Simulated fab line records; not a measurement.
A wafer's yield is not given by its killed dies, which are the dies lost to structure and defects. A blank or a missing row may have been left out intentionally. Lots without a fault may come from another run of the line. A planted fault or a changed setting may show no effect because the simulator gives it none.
What tool caused it? | flow gf180mcu | 14 lots with 42 wafers sampled at 4 steps, on a route of 602 steps

== WHAT THE GAUGES READ, wafer by wafer ==
GF_STI_THK_MEAS_04. Usual: for STI_CVD_03_THK the level is 205.7 nm and the standard deviation is 1.8.
lot  | measured    | on            | STI_CVD_03_THK (nm) | flag
L935 | day 1 13:34 | film-metro-01 | 203.5 205.5 201.7   |
L936 | day 1 18:35 | film-metro-01 | 205.1 208.0 206.5   |
L937 | day 1 23:34 | film-metro-01 | 205.1 205.6 203.4   |
L938 | day 2 05:27 | film-metro-04 | 205.1 205.1 204.1   |
L939 | day 2 09:55 | film-metro-02 | 208.4 208.4 209.7   |
L940 | day 2 14:34 | film-metro-02 | 205.6 204.5 204.5   |
L943 | day 3 05:35 | film-metro-01 | 204.7 203.2 202.3   |
L944 | day 3 10:43 | film-metro-02 | 206.2 204.7 206.2   |
L949 | day 4 16:28 | film-metro-02 | 207.1 207.9 208.6   |
L950 | day 4 20:38 | film-metro-01 | 207.8 206.2 207.3   |
L953 | day 5 08:57 | film-metro-01 | 203.2 204.7 205.2   |
L954 | day 5 12:34 | film-metro-01 | 209.3 210.0 208.7   |
L956 | day 6 01:05 | film-metro-02 | 208.0 205.2 206.1   |
L957 | day 6 04:25 | film-metro-02 | 204.2 204.0 204.0   |

GF_STI_THK_MEAS_22. Usual: for STI_OXIDATION_01_THK the level is 14.98 nm and the standard deviation is 0.26.
lot  | measured    | on            | STI_OXIDATION_01_THK (nm) | flag
L935 | day 2 03:27 | film-metro-04 | 15.19 15.20 15.12         |
L936 | day 2 08:42 | film-metro-01 | 14.99 15.07 15.14         |
L937 | day 2 13:22 | film-metro-02 | 15.23 15.05 14.88         |
L938 | day 2 19:56 | film-metro-01 | 14.49 14.72 14.60         |
L939 | day 2 23:39 | film-metro-04 | 15.23 15.02 15.07         |
L940 | day 3 04:40 | film-metro-01 | 14.45 14.61 14.28         |
L943 | day 3 22:14 | film-metro-04 | 14.92 15.04 15.22         |
L944 | day 4 04:52 | film-metro-01 | 15.22 15.09 15.35         |
L949 | day 5 07:31 | film-metro-01 | 14.81 15.26 14.98         |
L950 | day 5 13:10 | film-metro-04 | 14.95 14.88 14.93         |
L953 | day 6 02:53 | film-metro-02 | 14.95 14.82 14.92         |
L954 | day 6 04:26 | film-metro-04 | 15.20 14.84 15.16         |
L956 | day 6 19:04 | film-metro-02 | 14.68 14.98 14.83         |
L957 | day 6 22:59 | film-metro-04 | 15.39 15.05 14.93         |

GF_DNWELL_TW_MEAS_09. Usual: for DNWELL_TW the level is 1353 and the standard deviation is 8.3.
lot  | measured    | on            | DNWELL_TW      | flag
L935 | day 2 18:43 | film-metro-02 | 1364 1366 1359 |
L936 | day 3 00:27 | film-metro-02 | 1359 1358 1363 |
L937 | day 3 06:13 | film-metro-01 | 1353 1348 1353 |
L938 | day 3 11:37 | film-metro-01 | 1354 1352 1358 |
L939 | day 3 15:23 | film-metro-02 | 1356 1358 1354 |
L940 | day 3 20:10 | film-metro-01 | 1353 1353 1361 |
L943 | day 4 15:06 | film-metro-03 | 1339 1347 1339 |
L944 | day 5 00:05 | film-metro-03 | 1347 1345 1353 |
L949 | day 6 00:46 | film-metro-03 | 1343 1338 1344 |
L950 | day 6 06:34 | film-metro-01 | 1346 1354 1344 |
L953 | day 6 22:39 | film-metro-02 | 1364 1361 1354 |
L954 | day 6 23:00 | film-metro-03 | 1348 1345 1340 |
L956 | day 7 15:31 | film-metro-01 | 1356 1361 1365 |
L957 | day 7 16:52 | film-metro-01 | 1351 1355 1351 |

== WHAT TOOL EACH LOT RAN ON (gives the tool, then ch and the chambers of the sampled wafers, and finally the start) ==
lot  | GF_DNWELL_IMPLANT_07
L935 | implanter-02 ch 0, day 2 18:28
L936 | implanter-02 ch 0, day 3 00:14
L937 | implanter-02 ch 0, day 3 05:58
L938 | implanter-03 ch 0, day 3 11:22
L939 | implanter-02 ch 0, day 3 15:08
L940 | implanter-01 ch 0, day 3 19:55
L943 | implanter-02 ch 0, day 4 14:51
L944 | implanter-03 ch 0, day 4 23:52
L949 | implanter-03 ch 0, day 6 00:32
L950 | implanter-03 ch 0, day 6 06:20
L953 | implanter-01 ch 0, day 6 22:24
L954 | implanter-02 ch 0, day 6 22:45
L956 | implanter-01 ch 0, day 7 15:16
L957 | implanter-01 ch 0, day 7 16:38
- GF_DNWELL_IMPLANT_07

== AS READ BY THE TOOLS THEMSELVES (means over the sampled wafers that have a number; for cases with no such wafer, the mark the record gives instead) ==
GF_DNWELL_IMPLANT_07. Usual: beam-energy-keV 1500.0, standard deviation 0.43; beam-on-s 10.00 s, standard deviation 0.19; tilt-deg -0.002 degrees, standard deviation 0.021.
lot  | tool         | beam-energy-keV | beam-on-s (s) | tilt-deg (degrees) | flag
L935 | implanter-02 | 1499.9          | 9.86          | -0.000             |
L936 | implanter-02 | 1499.6          | 9.95          | -0.002             |
L937 | implanter-02 | 1499.4          | 9.90          | -0.028             |
L938 | implanter-03 | 1500.0          | 9.99          | 0.014              |
L939 | implanter-02 | 1500.0          | 10.03         | -0.003             |
L940 | implanter-01 | 1499.9          | 9.81          | 0.039              |
L943 | implanter-02 | 1500.3          | 10.07         | -0.014             |
L944 | implanter-03 | 1499.6          | 9.92          | 0.003              |
L949 | implanter-03 | 1688.3          | 10.04         | 0.009              | OFF
L950 | implanter-03 | 1687.9          | 10.14         | 0.016              | OFF
L953 | implanter-01 | 1499.9          | 10.02         | 0.009              |
L954 | implanter-02 | 1499.6          | 10.13         | -0.003             |
L956 | implanter-01 | 1500.2          | 10.04         | -0.009             |
L957 | implanter-01 | 1500.1          | 9.94          | -0.036             |

== THE ANSWER, worked out from the rows above alone ==
Rule: a lot counts as off when the mean over its wafers that have a number is more than 3 standard deviations away from the usual mean. A lot without any number at a reading at which 4 lots or more have one is off too. Any other lot the step has rows for is counted as sound. First the gauges in route order, then the tools' own readings, where a lot's mean is used as printed above. At the first step where some lot is off, the reading lying furthest off is the one used; lots without a number count as furthest.
Off, at GF_DNWELL_IMPLANT_07 on beam-energy-keV: L949, L950.
If a tool, at that step or one of the process steps before it, ran each lot that is off and ran no sound lot following the first of them, it fits. One fits: implanter-03 at GF_DNWELL_IMPLANT_07. A fault onset in the window from L944 (day 4 23:52, its last sound lot) to L949 (day 6 00:32, its first lot off) fits.
On the lots that are off, the tool's own readings at GF_DNWELL_IMPLANT_07 differ by more than 5 times the standard deviation of the sound lots' means, which bears it out; beam-energy-keV reads 1688.1 there versus 1499.9 on the sound lots.

== WHAT HAD BEEN PUT IN BY THE SIMULATOR ==
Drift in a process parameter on implanter-03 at GF_DNWELL_IMPLANT_07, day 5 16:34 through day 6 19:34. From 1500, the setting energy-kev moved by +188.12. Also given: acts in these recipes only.
Lots struck among those shown: L949, L950. The rule above reached the same finding.
